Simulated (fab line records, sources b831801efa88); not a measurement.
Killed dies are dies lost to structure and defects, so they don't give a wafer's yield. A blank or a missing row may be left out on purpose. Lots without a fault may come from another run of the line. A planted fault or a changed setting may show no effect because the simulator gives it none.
Tool commonality check | flow gf180mcu | 12 lots, 36 wafers sampled

WHY IT WAS OPENED
At GF_HV_LDD_CD_MEAS_46 the reading cd_nm is flagged on 1 of 12 lots. Wafers without a fault read 400.4 nm, standard deviation 1.9.
Rule: a lot is flagged when every wafer of it that has a number lies more than 4 standard deviations from that mean, or none has a number. The other lots count as sound.

lot  | measured     | on        | cd_nm (nm), wafer by wafer | flag
L459 | day 12 14:25 | cd_sem-02 | 401.6 401.3 401.8          |
L460 | day 12 21:04 | cd_sem-01 | 399.9 398.6 398.6          |
L461 | day 13 02:48 | cd_sem-02 | 398.6 399.3 398.6          |
L462 | day 13 07:46 | cd_sem-02 | 401.3 401.7 401.7          |
L463 | day 13 12:56 | cd_sem-01 | 399.9 399.2 400.7          |
L465 | day 14 04:52 | cd_sem-01 | 397.2 399.2 399.3          |
L467 | day 15 00:23 | cd_sem-02 | 399.3 401.2 398.7          |
L468 | day 15 06:45 | cd_sem-02 | 401.0 402.4 402.0          |
L470 | day 15 22:23 | cd_sem-02 | 396.3 398.3 397.2          |
L475 | day 17 17:19 | cd_sem-02 | 619.2 619.2 617.7          | FLAGGED
L480 | day 19 09:55 | cd_sem-02 | 399.1 398.6 401.7          |
L481 | day 19 16:08 | cd_sem-02 | 401.0 401.2 400.8          |
The numbers of the flagged lots are 618.7 nm on average: +218.3 nm against the usual, or +99 or more standard deviations.

WHICH TOOL RAN EACH LOT
The record holds 2 process steps before the reading, out of a route of 602 steps. In each cell: the tool, then ch and the chambers that the sampled wafers went through, then the start.
lot  | flag    | GF_VT_IMPLANT_STRIP_42               | GF_HV_LDD_COAT_41
L459 |         | plasma_asher-04 ch 0,1, day 7 16:38  | litho_track-01 ch 0, day 12 05:01
L460 |         | plasma_asher-04 ch 0,1, day 8 01:05  | litho_track-01 ch 0, day 12 10:40
L461 |         | plasma_asher-03 ch 0,1, day 8 02:50  | litho_track-01 ch 0, day 12 16:23
L462 |         | plasma_asher-04 ch 0,1, day 8 08:38  | litho_track-02 ch 0, day 12 22:05
L463 |         | plasma_asher-03 ch 0,1, day 8 12:46  | litho_track-02 ch 0, day 13 03:11
L465 |         | plasma_asher-03 ch 0,1, day 9 03:17  | litho_track-02 ch 0, day 13 18:09
L467 |         | plasma_asher-03 ch 0,1, day 9 15:46  | litho_track-01 ch 0, day 14 12:55
L468 |         | plasma_asher-04 ch 0,1, day 9 23:44  | litho_track-01 ch 0, day 14 20:41
L470 |         | plasma_asher-04 ch 0,1, day 10 11:38 | litho_track-02 ch 0, day 15 10:48
L475 | FLAGGED | plasma_asher-02 ch 0,1, day 11 23:53 | litho_track-01 ch 0, day 17 05:32
L480 |         | plasma_asher-04 ch 1, day 13 09:38   | litho_track-04 ch 0, day 18 21:57
L481 |         | plasma_asher-03 ch 0,1, day 13 15:05 | litho_track-02 ch 0, day 19 03:27
What these steps do:
- GF_VT_IMPLANT_STRIP_42: strips in O2/N2.
- GF_HV_LDD_COAT_41: resist thk 1000 nm.
- GF_HV_LDD_CD_MEAS_46: target cd 400 nm.

FLAGGED OVER TOTAL, TOOL BY TOOL (the gauges that took the reading come last)
step                   | tool            | lots run | flagged | share of the flagged lots | sound lots run after its first flagged lot
GF_VT_IMPLANT_STRIP_42 | plasma_asher-02 | 1        | 1       | all                       | 0
GF_VT_IMPLANT_STRIP_42 | plasma_asher-03 | 5        | 0       | none                      | -
GF_VT_IMPLANT_STRIP_42 | plasma_asher-04 | 6        | 0       | none                      | -
GF_HV_LDD_COAT_41      | litho_track-01  | 6        | 1       | all                       | 0
GF_HV_LDD_COAT_41      | litho_track-02  | 5        | 0       | none                      | -
GF_HV_LDD_COAT_41      | litho_track-04  | 1        | 0       | none                      | -
GF_HV_LDD_CD_MEAS_46   | cd_sem-01       | 3        | 0       | none                      | -
GF_HV_LDD_CD_MEAS_46   | cd_sem-02       | 9        | 1       | all                       | 2 (L480,L481)

WHAT THE TABLE ALLOWS
3 rows of the table ran every flagged lot: plasma_asher-02 at GF_VT_IMPLANT_STRIP_42, litho_track-01 at GF_HV_LDD_COAT_41, cd_sem-02 at GF_HV_LDD_CD_MEAS_46.
- plasma_asher-02 at GF_VT_IMPLANT_STRIP_42: 1 of its 1 lot flagged. It ran no sound lot before its first flagged lot in this sample, so the start can't be narrowed down.
- litho_track-01 at GF_HV_LDD_COAT_41: 1 of its 6 lots flagged. Its last sound lot is L468 (day 14 20:41), its first flagged lot L475 (day 17 05:32): a fault that began between those two fits.
- cd_sem-02 at GF_HV_LDD_CD_MEAS_46: 1 of its 9 lots flagged. Sound lots ran on it after the first flagged one (L480, L481), which a lasting fault on the whole tool wouldn't allow.
Counting lots can't tell these 2 tools apart, because each fits a fault that began at some hour. More lots, or a look at what each step does to the wafer, might.

WHAT THE SIMULATOR HAD PUT IN
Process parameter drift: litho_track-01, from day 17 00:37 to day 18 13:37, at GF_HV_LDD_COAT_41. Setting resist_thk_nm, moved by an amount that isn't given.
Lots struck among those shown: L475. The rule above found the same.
